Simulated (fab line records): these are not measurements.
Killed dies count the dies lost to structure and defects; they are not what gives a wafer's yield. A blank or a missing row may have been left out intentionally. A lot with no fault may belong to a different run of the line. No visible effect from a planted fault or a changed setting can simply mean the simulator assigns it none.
Matching of chambers	flow sky130	4 sister chambers for SKY_SONOS_ONO_ETCH_15 on rie diel-04
The step etches the open film in CHF3/O2, target depth 19.52 nm, time 7.8 s. 16 wafers are shown with their chamber, then 8 later ones without.

## WAFERS WITH THEIR CHAMBER
wafer	chamber	oes product au (a.u.)	throttle valve pct (%)
L075.1	2	0.991	8.835
L075.4	2	0.992	8.824
L075.6	0	1.012	8.829
L077.1	0	1.005	8.816
L077.2	3	1.009	8.818
L077.4	1	0.997	8.812
L084.2	0	1.011	8.822
L084.3	2	0.985	8.821
L084.6	3	1.000	8.825
L080.4	3	1.012	8.856
L080.5	0	1.017	8.830
L080.6	2	0.989	8.807
L088.1	0	1.014	8.830
L088.2	3	1.015	8.814
L088.3	2	0.985	8.837
L089.1	3	1.013	8.829

SIGNATURES (means of the wafers above)
reading	chamber 0	chamber 1	chamber 2	chamber 3	scatter within a chamber
oes product au	1.01180	0.99700	0.98840	1.00980	0.00466
throttle valve pct	8.82540	8.81200	8.82480	8.82840	0.0123
Rule: a wafer lies at a distance from a chamber equal to the root of the sum of squares, over the readings, of (its reading less the chamber's mean, divided by the reading's scatter). If the next closest chamber is less than 2 further off than the closest, the wafer can't be placed; otherwise it belongs to the closest. The scatter is the square root of a quotient: the sum, over the shown wafers, of each reading's squared deviation from its chamber's mean, divided by wafers minus chambers.

## WAFERS WITH NO CHAMBER GIVEN
wafer	oes product au (a.u.)	throttle valve pct (%)
L089.3	0.987	8.825
L089.6	1.014	8.824
L093.2	0.994	8.823
L093.3	1.004	8.820
L093.4	0.986	8.813
L095.1	1.017	8.840
L095.3	1.023	8.831
L095.5	0.998	8.813

## CHAMBER TAKEN BY EACH
wafer	from the rows above	in truth
L089.3	2	2
L089.6	can't be placed: 0 or 3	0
L093.2	can't be placed: 1 or 2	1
L093.3	can't be placed: 3 or 1 or 0 or 2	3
L093.4	can't be placed: 2 or 1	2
L095.1	can't be placed: 0 or 3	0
L095.3	can't be placed: 0 or 3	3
L095.5	1	1
Correctly placed: 2 of 8. Unplaceable from these rows: 6, with the true chamber sitting among the candidates in 6. Wrongly placed: 0.
